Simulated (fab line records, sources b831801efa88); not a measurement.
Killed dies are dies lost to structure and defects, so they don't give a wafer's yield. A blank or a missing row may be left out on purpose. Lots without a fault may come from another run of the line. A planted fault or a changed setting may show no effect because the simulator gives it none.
Chamber matching | flow sky130 | SKY_PAD_OPEN_ETCH_07 on rie_diel-04: 4 sister chambers
The step etches the open film in CF4/O2, stops on AlCu, target depth 725 nm, time 161.1 s. 8 wafers are shown with their chamber, then 10 later ones without.

WAFERS WITH THEIR CHAMBER
wafer  | chamber | drypump_motor_current_A (A) | oes_product_au (a.u.)
L080.2 | 2       | 4.7                         | 0.971
L080.4 | 0       | 5.6                         | 0.982
L080.6 | 0       | 5.5                         | 0.980
L083.1 | 3       | 5.8                         | 0.964
L083.2 | 2       | 4.7                         | 0.980
L083.6 | 1       | 4.9                         | 0.975
L084.1 | 1       | 4.9                         | 0.965
L084.4 | 3       | 5.8                         | 0.990

WAFERS WITHOUT THEIR CHAMBER
wafer  | drypump_motor_current_A (A) | oes_product_au (a.u.)
L084.6 | 5.6                         | 0.974
L087.1 | 4.9                         | 0.970
L087.2 | 4.7                         | 0.974
L087.4 | 5.8                         | 0.971
L089.1 | 5.8                         | 0.968
L089.4 | 4.9                         | 0.981
L089.6 | 4.9                         | 0.973
L096.1 | 5.7                         | 0.970
L096.3 | 4.8                         | 0.965
L096.4 | 5.5                         | 0.973

WHICH CHAMBER EACH WENT THROUGH
wafer  | from the rows above     | in truth
L084.6 | 0                       | 0
L087.1 | 1                       | 1
L087.2 | 2                       | 2
L087.4 | 3                       | 3
L089.1 | 3                       | 3
L089.4 | 1                       | 1
L089.6 | 1                       | 1
L096.1 | can't be placed: 3 or 0 | 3
L096.3 | can't be placed: 1 or 2 | 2
L096.4 | 0                       | 0
Placed correctly: 8 of 10. Can't be placed from these rows: 2 (the true chamber is among the candidates in 2). Placed wrongly: 0.
How it was worked out, from the rows above alone: a wafer's distance from a chamber is the root of the sum, over the readings, of the square of ((its reading less the chamber's mean) divided by the reading's scatter). The wafer belongs to the nearest chamber; if the next one is less than 2 further off, it can't be placed. A chamber's mean is the mean of its shown wafers. The scatter: the root of (the sum of the squares of (reading less its chamber's mean) over the shown wafers, divided by (wafers less chambers)).
